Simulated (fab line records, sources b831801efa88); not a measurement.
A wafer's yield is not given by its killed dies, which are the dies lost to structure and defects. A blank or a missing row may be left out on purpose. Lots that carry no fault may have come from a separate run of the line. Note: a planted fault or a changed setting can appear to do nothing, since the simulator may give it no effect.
Which tool is to blame?    flow gf180mcu    11 lots, 33 wafers sampled, at 6 steps of a route of 602

== WHAT THE GAUGES READ, wafer by wafer ==
GF_M2_THK_MEAS_06: measures by xrf.
lot   measured      on            M2_ALCU_THK (nm)
L884  day 18 05:28  filmMetro-02  453 446 447
L885  day 18 14:09  filmMetro-01  444 455 451
L887  day 19 01:06  filmMetro-01  458 460 455
L890  day 20 09:31  filmMetro-02  464 455 463
L893  day 21 22:25  filmMetro-01  452 453 458
L894  day 22 09:15  filmMetro-02  451 458 456
L895  day 22 11:29  filmMetro-01  450 456 451
L903  day 25 03:01  filmMetro-01  458 452 456
L904  day 25 12:24  filmMetro-01  456 457 453
L906  day 26 03:58  filmMetro-02  437 445 439
L907  day 26 11:43  filmMetro-04  446 454 450

GF_M2_CD_MEAS_14: the cd target is 280 nm.
lot   measured      on        cdNm (nm)
L884  day 19 05:01  cdSem-01  280.1 279.5 280.3
L885  day 19 14:15  cdSem-02  282.9 282.7 282.4
L887  day 20 00:56  cdSem-02  279.7 280.1 281.0
L890  day 21 08:37  cdSem-02  280.1 280.9 279.6
L893  day 22 21:45  cdSem-01  279.4 278.8 278.8
L894  day 23 08:08  cdSem-02  279.7 280.2 279.2
L895  day 23 10:43  cdSem-01  281.3 281.0 282.2
L903  day 25 23:39  cdSem-02  281.8 281.8 281.8
L904  day 26 08:43  cdSem-02  278.9 278.3 279.7
L906  day 26 23:44  cdSem-02  279.4 278.8 279.1
L907  day 27 07:41  cdSem-01  281.3 281.6 281.5

GF_V3_RS_MEAS_24: a four-point-probe measurement.
lot   measured      on            V3_W_RS (ohm/sq)
L884  day 22 10:16  filmMetro-02  0.323 0.323 0.323
L885  day 22 19:02  filmMetro-04  0.329 0.328 0.324
L887  day 23 06:04  filmMetro-02  0.329 0.327 0.325
L890  day 24 12:41  filmMetro-04  0.327 0.326 0.331
L893  day 25 21:30  filmMetro-04  0.294 0.293 0.291
L894  day 26 06:16  filmMetro-04  0.290 0.289 0.290
L895  day 26 08:36  filmMetro-03  0.323 0.328 0.324
L903  day 28 15:50  filmMetro-04  0.332 0.333 0.333
L904  day 29 01:21  filmMetro-02  0.330 0.331 0.328
L906  day 29 14:38  filmMetro-03  0.329 0.329 0.331
L907  day 29 22:45  filmMetro-03  0.326 0.321 0.329

GF_V3_THK_MEAS_25: measures by xrf.
lot   measured      on            V3_W_THK (nm)
L884  day 22 10:23  filmMetro-02  355 358 356
L885  day 22 19:10  filmMetro-04  345 346 351
L887  day 23 06:11  filmMetro-02  353 357 357
L890  day 24 12:47  filmMetro-04  348 350 341
L893  day 25 21:35  filmMetro-04  385 386 388
L894  day 26 06:23  filmMetro-04  392 396 391
L895  day 26 08:43  filmMetro-03  344 340 343
L903  day 28 15:58  filmMetro-04  342 343 339
L904  day 29 01:28  filmMetro-02  355 354 357
L906  day 29 14:44  filmMetro-03  340 338 337
L907  day 29 22:52  filmMetro-03  340 348 340

== WHAT TOOL EACH LOT RAN ON (gives the tool, then ch and the chambers of the sampled wafers, and finally the start) ==
lot   GF_M2_SPUTTER_04             GF_V3_CVD_23
L884  pvdSputter-03, day 18 05:18  cvdW-01 ch 0,1, day 22 10:09
L885  pvdSputter-03, day 18 13:59  cvdW-02 ch 0,1, day 22 18:56
L887  pvdSputter-01, day 19 00:56  cvdW-01 ch 0,1, day 23 05:57
L890  pvdSputter-04, day 20 09:19  cvdW-01 ch 0,1, day 24 12:33
L893  pvdSputter-01, day 21 22:13  cvdW-01 ch 0,1, day 25 21:22
L894  pvdSputter-03, day 22 09:05  cvdW-01 ch 1, day 26 06:08
L895  pvdSputter-01, day 22 11:19  cvdW-02 ch 0,1, day 26 08:28
L903  pvdSputter-04, day 25 02:51  cvdW-01 ch 0,1, day 28 15:44
L904  pvdSputter-03, day 25 12:14  cvdW-01 ch 0, day 29 01:14
L906  pvdSputter-01, day 26 03:48  cvdW-01 ch 0,1, day 29 14:30
L907  pvdSputter-03, day 26 11:33  cvdW-02 ch 0,1, day 29 22:38
- GF_M2_SPUTTER_04: material TiN, target thk 50 nm, time 41.7 s.
- GF_V3_CVD_23: deposits W, target thk 350 nm, time 104.9 s.

== AS READ BY THE TOOLS THEMSELVES (means over the sampled wafers that have a number; for cases with no such wafer, the mark the record gives instead) ==
GF_M2_SPUTTER_04.
lot   tool           throttleValvePct (%)
L884  pvdSputter-03  28.6
L885  pvdSputter-03  29.0
L887  pvdSputter-01  30.2
L890  pvdSputter-04  29.4
L893  pvdSputter-01  30.4
L894  pvdSputter-03  29.0
L895  pvdSputter-01  30.9
L903  pvdSputter-04  30.3
L904  pvdSputter-03  29.7
L906  pvdSputter-01  30.7
L907  pvdSputter-03  29.1

GF_V3_CVD_23.
lot   tool     heaterPowerW (W)  susceptorTempC (C)
L884  cvdW-01  821               399.91
L885  cvdW-02  777               399.92
L887  cvdW-01  939               400.20
L890  cvdW-01  919               400.21
L893  cvdW-01  952               406.73
L894  cvdW-01  759               406.42
L895  cvdW-02  791               400.01
L903  cvdW-01  926               400.08
L904  cvdW-01  1004              399.76
L906  cvdW-01  925               399.92
L907  cvdW-02  787               400.04

== THE ANSWER, worked out from the rows above alone ==
Rule: what is usual is taken from the lots themselves. The widest of any qualifying gaps counts: lots, ordered by their means at a reading, are off when they make up no more than a third of the lots, leave a main group of 4 or more, and stand apart from it by 3 or more times the standard deviation of that group's means. The tables above print the reading to a certain number of digits; a main group whose means all agree to those digits is not used. Also off: a lot with no number at a reading for which 4 or more lots have one. The other lots that the step has rows for count as sound. Order of review: gauges by route order, followed by the tools' own readings, for which a lot's mean as printed above is used. The first step at which some lot is off is used, and at that step the reading that is off furthest; a lot without a number counts as furthest.
Off: at GF_V3_RS_MEAS_24 (V3_W_RS), L893, L894. The main group: mean 0.327 ohm/sq, standard deviation 0.0027.
A tool fits if, at a process step before that reading, it ran every lot that is off, and no sound lot after the first of them. Not tried: the gauges at GF_V3_RS_MEAS_24; whatever is off there is also off at GF_V3_CVD_23, on other tools, and gauge error can't account for it. None of those tried fits.

== WHAT THE SIMULATOR HAD PUT IN ==
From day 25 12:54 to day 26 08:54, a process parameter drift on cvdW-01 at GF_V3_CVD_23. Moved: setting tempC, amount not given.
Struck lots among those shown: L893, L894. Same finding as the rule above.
